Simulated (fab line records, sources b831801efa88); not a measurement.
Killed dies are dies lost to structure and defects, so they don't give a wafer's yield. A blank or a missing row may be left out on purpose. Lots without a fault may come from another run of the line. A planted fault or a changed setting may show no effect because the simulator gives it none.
Problem report in the 8D (eight disciplines) form, filled by code | flow sky130 | the parts of the form that need people (team, actions taken, sign-off) are left out

1. THE PROBLEM
run_length_s at SKY_METAL4_ETCH_16 reads a mean of 105.7 s on 4 wafers of 2 lots; wafers without a fault read 116.7 s with a standard deviation of 0.74. That is -15 standard deviations from the usual mean.
The step: etches BARC in N2/H2, stops on SiO2, time 88.2 s, target depth 60 nm.
First seen on wafer L545.2, day 43 13:18, on rie_metal-01. The record holds 40 wafers of 14 lots with a number at this step. Rule for "out", or "out of limits": more than 4 standard deviations from the usual mean. The other wafers with a number count as sound.

2. WHAT IT IS AND WHAT IT IS NOT
question                    | is                           | is not
which readings at this step | run_length_s, oes_product_au | drypump_motor_current_A, throttle_valve_pct
which lots                  | L545, L546                   | L540, L541, L542, L543, L544, L553, L555, L556, L559, L561, L562, L563
which wafers of those lots  | all that have a number       | -
read on which tools         | rie_metal-01                 | rie_metal-03, rie_metal-04
when                        | from day 43 13:18            | up to then (15 sound wafers); but 21 sound wafers of L553, L555, L556, L559, L561, L562, L563 came after

3. SUSPECTS, AND WHAT RULES EACH OUT
Counting: a tool at a process step up to the reading stays a suspect if it ran every lot that is out and no sound lot after the first of them.
- rie_metal-01 at SKY_METAL4_ETCH_16 (etches BARC in N2/H2, stops on SiO2, time 88.2 s, target depth 60 nm): ruled out as a lasting fault. Sound lots L561, L562, L563 ran on it after its first lot that is out, L545 (day 43 13:18).
Left after counting: nothing in the record.

4. THE CAUSE (what the simulator had put in)
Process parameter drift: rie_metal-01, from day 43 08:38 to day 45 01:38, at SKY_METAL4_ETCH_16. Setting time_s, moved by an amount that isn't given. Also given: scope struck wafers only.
Counting ruled it out, wrongly.

5. THE CHAIN OF EFFECTS, in route order
Each row: a reading whose mean over the struck wafers that have a number lies more than 3 standard deviations from the usual. Only readings for which the record gives a usual standard deviation are gone through. hours: the time from each lot's start at the first step in this table that gives one to its start at this step, as a median over the lots. sigmas: the change in usual standard deviations.
hours | step               | reading        | usual      | on struck wafers | change | sigmas
0     | SKY_METAL4_ETCH_16 | oes_product_au | 0.626 a.u. | 0.689            | +0.062 | +13
0     | SKY_METAL4_ETCH_16 | run_length_s   | 116.7 s    | 105.7            | -11.0  | -15
The process steps in it:
- SKY_METAL4_ETCH_16: etches BARC in N2/H2, stops on SiO2, time 88.2 s, target depth 60 nm.

6. WHAT WOULD HAVE CAUGHT IT SOONER
In this record the first reading out of limits was taken at day 43 13:18, 5 hours after the fault began at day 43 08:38.
